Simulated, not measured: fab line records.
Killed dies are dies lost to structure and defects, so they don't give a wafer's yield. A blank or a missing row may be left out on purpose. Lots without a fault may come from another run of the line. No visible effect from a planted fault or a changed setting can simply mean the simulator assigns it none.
Which of the tools did it? / flow sky130 / Sampling: 14 lots, 42 wafers, 2 of 708 route steps

## WHAT THE GAUGES READ, wafer by wafer
Not one reading of a measure or inspect step in the record can be checked against a usual standard deviation.

## WHAT TOOL EACH LOT RAN ON (gives the tool, then ch and the chambers of the sampled wafers, and finally the start)
lot=L598; SKY_GATE_OXIDE_DEVELOP_09=litho-track-04 ch 0, day 13 14:17; SKY_PAD_OPEN_PROBE_99=-
lot=L599; SKY_GATE_OXIDE_DEVELOP_09=litho-track-02 ch 0, day 14 03:04; SKY_PAD_OPEN_PROBE_99=-
lot=L600; SKY_GATE_OXIDE_DEVELOP_09=litho-track-02 ch 0, day 14 13:10; SKY_PAD_OPEN_PROBE_99=-
lot=L601; SKY_GATE_OXIDE_DEVELOP_09=litho-track-02 ch 0, day 14 19:58; SKY_PAD_OPEN_PROBE_99=-
lot=L604; SKY_GATE_OXIDE_DEVELOP_09=litho-track-04 ch 0, day 16 04:49; SKY_PAD_OPEN_PROBE_99=-
lot=L606; SKY_GATE_OXIDE_DEVELOP_09=litho-track-04 ch 0, day 16 19:37; SKY_PAD_OPEN_PROBE_99=-
lot=L609; SKY_GATE_OXIDE_DEVELOP_09=litho-track-01 ch 0, day 17 16:51; SKY_PAD_OPEN_PROBE_99=prober-02, day 48 10:30
lot=L612; SKY_GATE_OXIDE_DEVELOP_09=litho-track-04 ch 0, day 18 23:25; SKY_PAD_OPEN_PROBE_99=-
lot=L613; SKY_GATE_OXIDE_DEVELOP_09=litho-track-02 ch 0, day 19 03:12; SKY_PAD_OPEN_PROBE_99=-
lot=L617; SKY_GATE_OXIDE_DEVELOP_09=litho-track-04 ch 0, day 20 16:26; SKY_PAD_OPEN_PROBE_99=prober-02, day 50 02:46
lot=L618; SKY_GATE_OXIDE_DEVELOP_09=litho-track-01 ch 0, day 21 04:02; SKY_PAD_OPEN_PROBE_99=-
lot=L619; SKY_GATE_OXIDE_DEVELOP_09=litho-track-01 ch 0, day 21 12:36; SKY_PAD_OPEN_PROBE_99=-
lot=L620; SKY_GATE_OXIDE_DEVELOP_09=litho-track-02 ch 0, day 21 16:22; SKY_PAD_OPEN_PROBE_99=-
lot=L621; SKY_GATE_OXIDE_DEVELOP_09=litho-track-02 ch 0, day 22 02:07; SKY_PAD_OPEN_PROBE_99=-
- SKY_GATE_OXIDE_DEVELOP_09: develop time 60 s.
- SKY_PAD_OPEN_PROBE_99

## AS READ BY THE TOOLS THEMSELVES (means over the sampled wafers that have a number; for cases with no such wafer, the mark the record gives instead)
SKY_GATE_OXIDE_DEVELOP_09. Usual: developer-temp-C 23.02 C, standard deviation 0.1; exhaust-pa 45.0 Pa, standard deviation 0.9; resist-line-temp-C 22.99 C, standard deviation 0.1.
lot=L598; tool=litho-track-04; developer-temp-C (C)=22.94; exhaust-pa (Pa)=44.9; resist-line-temp-C (C)=23.01; flag=
lot=L599; tool=litho-track-02; developer-temp-C (C)=22.99; exhaust-pa (Pa)=44.4; resist-line-temp-C (C)=23.06; flag=
lot=L600; tool=litho-track-02; developer-temp-C (C)=23.10; exhaust-pa (Pa)=45.8; resist-line-temp-C (C)=22.93; flag=
lot=L601; tool=litho-track-02; developer-temp-C (C)=22.92; exhaust-pa (Pa)=44.8; resist-line-temp-C (C)=23.07; flag=
lot=L604; tool=litho-track-04; developer-temp-C (C)=23.11; exhaust-pa (Pa)=45.1; resist-line-temp-C (C)=22.98; flag=
lot=L606; tool=litho-track-04; developer-temp-C (C)=22.96; exhaust-pa (Pa)=44.7; resist-line-temp-C (C)=23.19; flag=
lot=L609; tool=litho-track-01; developer-temp-C (C)=23.04; exhaust-pa (Pa)=45.1; resist-line-temp-C (C)=23.04; flag=
lot=L612; tool=litho-track-04; developer-temp-C (C)=21.98; exhaust-pa (Pa)=44.9; resist-line-temp-C (C)=22.97; flag=OFF
lot=L613; tool=litho-track-02; developer-temp-C (C)=23.07; exhaust-pa (Pa)=46.0; resist-line-temp-C (C)=22.89; flag=
lot=L617; tool=litho-track-04; developer-temp-C (C)=22.14; exhaust-pa (Pa)=45.3; resist-line-temp-C (C)=22.96; flag=OFF
lot=L618; tool=litho-track-01; developer-temp-C (C)=22.92; exhaust-pa (Pa)=45.0; resist-line-temp-C (C)=22.96; flag=
lot=L619; tool=litho-track-01; developer-temp-C (C)=23.02; exhaust-pa (Pa)=46.3; resist-line-temp-C (C)=22.95; flag=
lot=L620; tool=litho-track-02; developer-temp-C (C)=23.04; exhaust-pa (Pa)=43.9; resist-line-temp-C (C)=22.94; flag=
lot=L621; tool=litho-track-02; developer-temp-C (C)=23.00; exhaust-pa (Pa)=45.8; resist-line-temp-C (C)=22.94; flag=

SKY_PAD_OPEN_PROBE_99. Usual: killed_at_M0_to_M3 43, standard deviation 6.7; killed_at_M4_up 3.2, standard deviation 1.8; killed-at-contacts 24, standard deviation 4.8; killed-at-front-end 16, standard deviation 4.2; killed-at-other 0.3, standard deviation 0.56; killed-dies 86, standard deviation 8.5; killed-open 47, standard deviation 6.7; killed-short 39, standard deviation 6.
lot=L609 tool=prober-02 killed_at_M0_to_M3=45 killed_at_M4_up=4.0 killed-at-contacts=25 killed-at-front-end=14 killed-at-other=0.7 killed-dies=89 killed-open=46 killed-short=43 flag=
lot=L617 tool=prober-02 killed_at_M0_to_M3=46 killed_at_M4_up=3.0 killed-at-contacts=28 killed-at-front-end=21 killed-at-other=0.0 killed-dies=98 killed-open=49 killed-short=48 flag=

## THE ANSWER, worked out from the rows above alone
Rule: a lot is off if the mean of its wafers that have a number lies more than 3 standard deviations from the usual mean. Also off: a lot with no number at a reading for which 4 or more lots have one. All remaining lots with rows at the step are treated as sound. Order of review: gauges by route order, followed by the tools' own readings, for which a lot's mean as printed above is used. The first step at which some lot is off is used, and at that step the reading that is off furthest; a lot without a number counts as furthest.
Off: L612, L617, at SKY_GATE_OXIDE_DEVELOP_09 (developer-temp-C).
If a tool, at that step or one of the process steps before it, ran each lot that is off and ran no sound lot following the first of them, it fits. One fits: litho-track-04 at SKY_GATE_OXIDE_DEVELOP_09. Its last sound lot is L606 (day 16 19:37), its first lot that is off L612 (day 18 23:25): a fault that began between those two fits.
On the lots that are off, the tool's own readings at SKY_GATE_OXIDE_DEVELOP_09 differ by more than 5 times the standard deviation of the sound lots' means, which bears it out; developer-temp-C reads 22.06 C there versus 23.01 C on the sound lots.

## WHAT THE SIMULATOR HAD PUT IN
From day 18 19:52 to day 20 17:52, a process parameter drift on litho-track-04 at SKY_GATE_OXIDE_DEVELOP_09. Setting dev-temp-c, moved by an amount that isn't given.
Lots struck among those shown: L612, L617. The same result came from the rule above.
